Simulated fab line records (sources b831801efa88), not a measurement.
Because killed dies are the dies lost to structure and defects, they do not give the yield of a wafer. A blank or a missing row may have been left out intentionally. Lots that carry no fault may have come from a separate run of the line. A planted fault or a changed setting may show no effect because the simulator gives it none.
fab line records + flow sky130
record
- lots=6
- wafers=18
- lastDay=49
route steps=708 shown METAL1@440
lots that met no fault: from a run of the same line without faults
startH: start of the lot's first displayed wafer, in hours after the record's first day + waitH: time in hours since the lot's previous step + " repeats the value in the row above + L1.1+2: a row that stands for several wafers + - no value present, or no start provided + * or withheld: withheld + < > ~ a bound
route shown NAME@n: NAME is a module with steps in the file, n the number in the route of the first one + usual: the fault-free wafers' mean and standard deviation + same: alike in all rows + chamber/n: place in a boat + sites: the reading at each site + _std_site: the standard deviation of these + _edge_site: inner sites' mean taken away from outer sites' mean + radiusMm: for every site, how far away it sits from the centre of the wafer + mask NAME#n: copy n + behind: the tool/chamber that last shaped the wafer + hold: reason for holding the lot/hours on hold/outcome of the hold + device: transistor that didn't switch, given as n, p or np + end of line: at the end of the route, the tests of the same wafers + a step without rows: its recipe alone + killed: not the wafer's yield, but the dies lost to structure and defects at the first sort + map: shows each die of a wafer: x if killed, . if not, _ if none is there
set.NAME: the setting that was run; set.NAME@STEP: the one run at that earlier step + model.NAME: the simulator's own value behind a step, which no gauge read
lots seen at some steps along the route; tables by step, rows by wafer
services: from which hour (startH, from the record's first day; less than 0 if before it) a tool's chamber was out of use, for how many hours, and why
## steps
# step SKY_METAL1_THK_MEAS_06
# recipe
- thkMeasGauge=xrf
- reads=AlCu_of_METAL1_SPUTTER_02
# usual
- METAL1_ALCU_THK=253.7/2.9
| lot.wafer | tool         | chamber | startH | waitH | METAL1_ALCU_THK[nm] |
|-----------|--------------|---------|--------|-------|---------------------|
| L632.3    | filmMetro-02 | -       | 740.73 | 0.1   | 254.3               |
| L632.4    | "            | -       | "      | "     | 250.5               |
| L632.5    | "            | -       | "      | "     | 249.3               |
| L638.2    | filmMetro-01 | -       | 775.65 | 0.1   | 257.0               |
| L638.3    | "            | -       | "      | "     | 251.0               |
| L638.5    | "            | -       | "      | "     | 252.5               |
| L645.2    | filmMetro-04 | -       | 831.26 | 0.1   | 250.4               |
| L645.3    | "            | -       | "      | "     | 252.8               |
| L645.4    | "            | -       | "      | "     | 253.1               |
| L648.1    | filmMetro-02 | -       | 856.55 | 0.1   | 254.1               |
| L648.2    | "            | -       | "      | "     | 254.0               |
| L648.3    | "            | -       | "      | "     | 257.7               |
| L649.1    | filmMetro-04 | -       | 866.77 | 0.1   | 249.4               |
| L649.4    | "            | -       | "      | "     | 252.4               |
| L649.5    | "            | -       | "      | "     | 251.8               |
| L652.2    | filmMetro-02 | -       | 880.20 | 0.1   | 258.1               |
| L652.4    | "            | -       | "      | "     | 255.1               |
| L652.5    | "            | -       | "      | "     | 254.9               |
# step SKY_METAL1_DEHYDRATE_07
# recipe
- tempC=200
- timeS=60
# step SKY_METAL1_HMDS_08
# recipe
- primeTimeS=60
- primeTempC=120
# step SKY_METAL1_COAT_09
# recipe
- resist=BARC
- tempC=withheld
- timeS=withheld
- spinRpm=3000
- resistThkNm=60
# step SKY_METAL1_COAT_10
# recipe
- resist=KrF-thick
- spinRpm=3000
- resistThkNm=450
# step SKY_METAL1_SOFTBAKE_11
# recipe
- tempC=100.8
- timeS=90
- resist=KrF-thick
# step SKY_METAL1_EXPOSE_12
# recipe
- maskId=MM1
- na=0.8
- sourceShape=annular
- sigmaInner=0.55
- sigmaOuter=0.85
- targetCdNm=140
- doseMj=28
# step SKY_METAL1_PEB_13
# recipe
- pebTempC=withheld
- pebTimeS=withheld
- resist=KrF-thick
# step SKY_METAL1_DEVELOP_14
# recipe
- developTimeS=60
- resist=KrF-thick
- devTempC=21
# step SKY_METAL1_CD_MEAS_15
# recipe
- targetCdNm=140
# usual
- cdNm=140.2/1.3
| lot.wafer | tool     | chamber | startH | waitH | cdNm  |
|-----------|----------|---------|--------|-------|-------|
| L632.3    | cdSem-02 | -       | 766.94 | -     | 138.7 |
| L632.4    | "        | -       | "      | "     | 137.8 |
| L632.5    | "        | -       | "      | "     | 137.2 |
| L638.2    | cdSem-02 | -       | 801.84 | -     | 139.2 |
| L638.3    | "        | -       | "      | "     | 141.5 |
| L638.5    | "        | -       | "      | "     | 140.4 |
| L645.2    | cdSem-02 | -       | 857.04 | -     | 143.9 |
| L645.3    | "        | -       | "      | "     | 142.4 |
| L645.4    | "        | -       | "      | "     | 141.8 |
| L648.1    | cdSem-01 | -       | 882.36 | -     | 139.7 |
| L648.2    | "        | -       | "      | "     | 140.1 |
| L648.3    | "        | -       | "      | "     | 137.6 |
| L649.1    | cdSem-01 | -       | 892.56 | -     | 141.2 |
| L649.4    | "        | -       | "      | "     | 140.3 |
| L649.5    | "        | -       | "      | "     | 141.6 |
| L652.2    | cdSem-01 | -       | 905.83 | -     | 139.7 |
| L652.4    | "        | -       | "      | "     | 141.1 |
| L652.5    | "        | -       | "      | "     | 141.0 |
# step SKY_METAL1_OVL_MEAS_16
# usual
- METAL1_OVL=-5/5.3
| lot.wafer | tool       | chamber | startH | waitH | METAL1_OVL[nm] |
|-----------|------------|---------|--------|-------|----------------|
| L632.3    | overlay-02 | -       | 767.04 | 0.1   | 0              |
| L632.4    | "          | -       | "      | "     | -1             |
| L632.5    | "          | -       | "      | "     | -7             |
| L638.2    | overlay-01 | -       | 801.95 | 0.1   | -5             |
| L638.3    | "          | -       | "      | "     | -6             |
| L638.5    | "          | -       | "      | "     | -4             |
| L645.2    | overlay-02 | -       | 857.17 | 0.1   | 1              |
| L645.3    | "          | -       | "      | "     | -4             |
| L645.4    | "          | -       | "      | "     | -7             |
| L648.1    | overlay-01 | -       | 882.48 | 0.1   | -3             |
| L648.2    | "          | -       | "      | "     | -5             |
| L648.3    | "          | -       | "      | "     | -5             |
| L649.1    | overlay-02 | -       | 892.68 | 0.1   | -10            |
| L649.4    | "          | -       | "      | "     | -17            |
| L649.5    | "          | -       | "      | "     | -8             |
| L652.2    | overlay-02 | -       | 905.93 | 0.1   | -1             |
| L652.4    | "          | -       | "      | "     | -10            |
| L652.5    | "          | -       | "      | "     | 2              |
# step SKY_METAL1_DESCUM_17
# recipe
- chemistry=O2
- sourcePowerW=150
- biasPowerW=0
- pressureMtorr=10
- tempC=40
- timeS=8
# usual
- drypumpMotorCurrentA=6.0/0.42
- oesProductAu=1.002/0.013
| lot.wafer | tool        | chamber | startH | waitH | drypumpMotorCurrentA | oesProductAu | rfHoursCounterH |
|-----------|-------------|---------|--------|-------|----------------------|--------------|-----------------|
| L632.3    | rieMetal-01 | 1       | 767.07 | 0.0   | 6.1                  | 0.995        | -               |
| L632.4    | "           | 0       | "      | "     | 5.5                  | 1.000        | -               |
| L632.5    | "           | 0       | "      | "     | 5.5                  | 1.004        | -               |
| L638.2    | rieMetal-01 | 0       | 801.98 | 0.0   | 5.5                  | 1.008        | 3               |
| L638.3    | "           | 1       | "      | "     | 6.0                  | 0.980        | -               |
| L638.5    | "           | 1       | "      | "     | 6.1                  | 0.986        | -               |
| L645.2    | rieMetal-01 | 0       | 857.20 | 0.0   | 5.5                  | 0.999        | 4               |
| L645.3    | "           | 0       | "      | "     | 5.5                  | 1.010        | -               |
| L645.4    | "           | 1       | "      | "     | 6.1                  | 0.982        | -               |
| L648.1    | rieMetal-01 | 1       | 882.52 | 0.0   | 6.0                  | 0.996        | 3               |
| L648.2    | "           | 0       | "      | "     | 5.5                  | 0.998        | 5               |
| L648.3    | "           | 0       | "      | "     | 5.5                  | 1.002        | -               |
| L649.1    | rieMetal-04 | 1       | 892.72 | 0.0   | 6.7                  | 0.978        | 18              |
| L649.4    | "           | 0       | "      | "     | 5.9                  | 1.001        | -               |
| L649.5    | "           | 1       | "      | "     | 6.7                  | 0.983        | -               |
| L652.2    | rieMetal-04 | 0       | 905.96 | 0.0   | 5.9                  | 1.006        | 10              |
| L652.4    | "           | 0       | "      | "     | 5.9                  | 1.007        | -               |
| L652.5    | "           | 1       | "      | "     | 6.7                  | 0.981        | -               |
# step SKY_METAL1_ETCH_18
# recipe
- chemistry=N2/H2
- target=BARC
- ionEnergyEv=200
- biasW=100
- pressureMtorr=30
- n2FlowSccm=100
- h2FlowSccm=200
- icpW=500
- stopOn=SiO2
- timeS=45.9
- targetDepthA=600
# usual
- drypumpMotorCurrentA=6.0/0.42
- oesProductAu=0.854/0.0043
- rfFwdPowerW=494.9/1.7
- throttleValvePct=13.224/0.0085
| lot.wafer | tool        | chamber | startH | waitH | drypumpMotorCurrentA | oesProductAu | rfFwdPowerW | rfHoursCounterH | throttleValvePct | model.KrF-thick_of_METAL1_COAT_10.thkNm |
|-----------|-------------|---------|--------|-------|----------------------|--------------|-------------|-----------------|------------------|-----------------------------------------|
| L632.3    | rieMetal-01 | 1       | 767.11 | 0.0   | 6.1                  | 0.851        | 494.6       | -               | 13.227           | 392.6                                   |
| L632.4    | "           | 0       | "      | "     | 5.5                  | 0.857        | 492.9       | -               | 13.220           | 391.7                                   |
| L632.5    | "           | 0       | "      | "     | 5.5                  | 0.863        | 491.5       | -               | 13.222           | 392                                     |
| L638.2    | rieMetal-01 | 0       | 802.01 | 0.0   | 5.5                  | 0.855        | 493.5       | 3               | 13.223           | 393.3                                   |
| L638.3    | "           | 1       | "      | "     | 6.1                  | 0.857        | 494.7       | -               | 13.232           | 392.8                                   |
| L638.5    | "           | 1       | "      | "     | 6.0                  | 0.864        | 496.6       | -               | 13.198           | 392.7                                   |
| L645.2    | rieMetal-01 | 0       | 857.23 | 0.0   | 5.5                  | 0.850        | 415.3       | 4               | 13.229           | 396.4                                   |
| L645.3    | "           | 0       | "      | "     | 5.5                  | 0.848        | 414.6       | -               | 13.229           | 396.8                                   |
| L645.4    | "           | 1       | "      | "     | 6.1                  | 0.860        | 415.3       | -               | 13.221           | 398.2                                   |
| L648.1    | rieMetal-01 | 1       | 882.55 | 0.0   | 6.1                  | 0.856        | 414.8       | 3               | 13.223           | 399.8                                   |
| L648.2    | "           | 0       | "      | "     | 5.5                  | 0.851        | 413.4       | 5               | 13.232           | 400.8                                   |
| L648.3    | "           | 0       | "      | "     | 5.5                  | 0.856        | 413.2       | -               | 13.232           | 399.5                                   |
| L649.1    | rieMetal-04 | 1       | 892.75 | 0.0   | 6.7                  | 0.863        | 493.8       | 18              | 13.226           | 394.5                                   |
| L649.4    | "           | 0       | "      | "     | 5.9                  | 0.860        | 495.3       | -               | 13.235           | 393.2                                   |
| L649.5    | "           | 1       | "      | "     | 6.7                  | 0.850        | 497.1       | -               | 13.227           | 395.4                                   |
| L652.2    | rieMetal-04 | 0       | 905.99 | 0.0   | 5.9                  | 0.856        | 496.1       | 10              | 13.227           | 391.5                                   |
| L652.4    | "           | 0       | "      | "     | 5.9                  | 0.855        | 495.9       | -               | 13.229           | 391.5                                   |
| L652.5    | "           | 1       | "      | "     | 6.8                  | 0.851        | 491.7       | -               | 13.213           | 392.7                                   |
# step SKY_METAL1_METAL_ETCH_19
# recipe
- targetDepthA=3600
- stopOn=SiO2
- overEtchFrac=0.3
- timeS=78
- chemistry=Cl2/BCl3
- resistSidewallDeg=88
- pressureMtorr=10
- icpW=900
- biasW=48.5
- Cl2_flow_sccm=60
- bcl3FlowSccm=30
# usual
- drypumpMotorCurrentA=6.0/0.42
- oesProductAu=0.854/0.0056
- rfFwdPowerW=893.3/2.8
- throttleValvePct=22.263/0.0083
| lot.wafer | tool        | chamber | startH | waitH | drypumpMotorCurrentA | oesProductAu | rfFwdPowerW | rfHoursCounterH | throttleValvePct |
|-----------|-------------|---------|--------|-------|----------------------|--------------|-------------|-----------------|------------------|
| L632.3    | rieMetal-01 | 1       | 767.19 | 0.1   | 6.1                  | 0.854        | 891.2       | -               | 22.268           |
| L632.4    | "           | 0       | "      | "     | 5.5                  | 0.847        | 887.9       | -               | 22.272           |
| L632.5    | "           | 0       | "      | "     | 5.5                  | 0.856        | 890.8       | -               | 22.267           |
| L638.2    | rieMetal-01 | 0       | 802.07 | 0.0   | 5.5                  | 0.845        | 892.0       | 3               | 22.243           |
| L638.3    | "           | 1       | "      | "     | 6.0                  | 0.850        | 894.5       | -               | 22.264           |
| L638.5    | "           | 1       | "      | "     | 6.1                  | 0.853        | 891.4       | -               | 22.262           |
| L645.2    | rieMetal-01 | 0       | 857.29 | 0.0   | 5.5                  | 0.851        | 896.7       | 5               | 22.258           |
| L645.3    | "           | 0       | "      | "     | 5.5                  | 0.860        | 890.7       | -               | 22.254           |
| L645.4    | "           | 1       | "      | "     | 6.0                  | 0.858        | 891.2       | -               | 22.262           |
| L648.1    | rieMetal-01 | 1       | 882.61 | 0.0   | 6.1                  | 0.856        | 888.5       | 3               | 22.264           |
| L648.2    | "           | 0       | "      | "     | 5.5                  | 0.840        | 890.1       | 5               | 22.265           |
| L648.3    | "           | 0       | "      | "     | 5.5                  | 0.862        | 884.9       | -               | 22.280           |
| L649.1    | rieMetal-04 | 1       | 892.81 | 0.0   | 6.7                  | 0.850        | 892.7       | 18              | 22.262           |
| L649.4    | "           | 0       | "      | "     | 5.9                  | 0.847        | 892.1       | -               | 22.250           |
| L649.5    | "           | 1       | "      | "     | 6.7                  | 0.851        | 895.4       | -               | 22.266           |
| L652.2    | rieMetal-04 | 0       | 906.06 | 0.0   | 5.9                  | 0.861        | 895.0       | 11              | 22.251           |
| L652.4    | "           | 0       | "      | "     | 5.9                  | 0.849        | 900.8       | -               | 22.272           |
| L652.5    | "           | 1       | "      | "     | 6.7                  | 0.857        | 892.6       | -               | 22.244           |
## services
| tool        | chamber | startH | hours | kind          |
|-------------|---------|--------|-------|---------------|
| rieMetal-01 | -       | 761.61 | 1.4   | pm            |
| rieMetal-01 | 1       | 776.35 | 1.2   | repair        |
| rieMetal-01 | 1       | 777.56 | -     | clean         |
| rieMetal-01 | 1       | 777.56 | 22.0  | scheduledDown |
| rieMetal-01 | 1       | 777.56 | 22.0  | ventCycle     |
| rieMetal-01 | 0       | 781.03 | 17.1  | repair        |
| rieMetal-04 | -       | 806.19 | 2.8   | pm            |
| rieMetal-04 | 1       | 847.07 | 3.9   | repair        |
| rieMetal-04 | -       | 903.89 | 1.4   | pm            |
| rieMetal-01 | -       | 903.94 | 2.6   | repair        |
## key
firstSign
- step=SKY_METAL1_ETCH_18
- reading=rfFwdPowerW
- direction=down
- sigmas=47
- usual=494.9
- struck=414.4
effect none on later readings
modelEffect
- step=SKY_METAL1_ETCH_18
- value=KrF-thick_of_METAL1_COAT_10.thkNm
- without=392.4
- struck=398.6
metAt SKY_METAL1_ETCH_18
struckWafers L645.2,L645.3,L645.4,L648.1,L648.2,L648.3
onsetBetween 802.01 857.23
fault
- kind=processParameterDrift
- tool=rieMetal-01
- chamber=-
- onsetH=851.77
- steps=SKY_METAL1_ETCH_18
- channel=icpW
- offset=-80
- shape=step
- endH=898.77
- actsIn=theseRecipesOnly
- stated=500
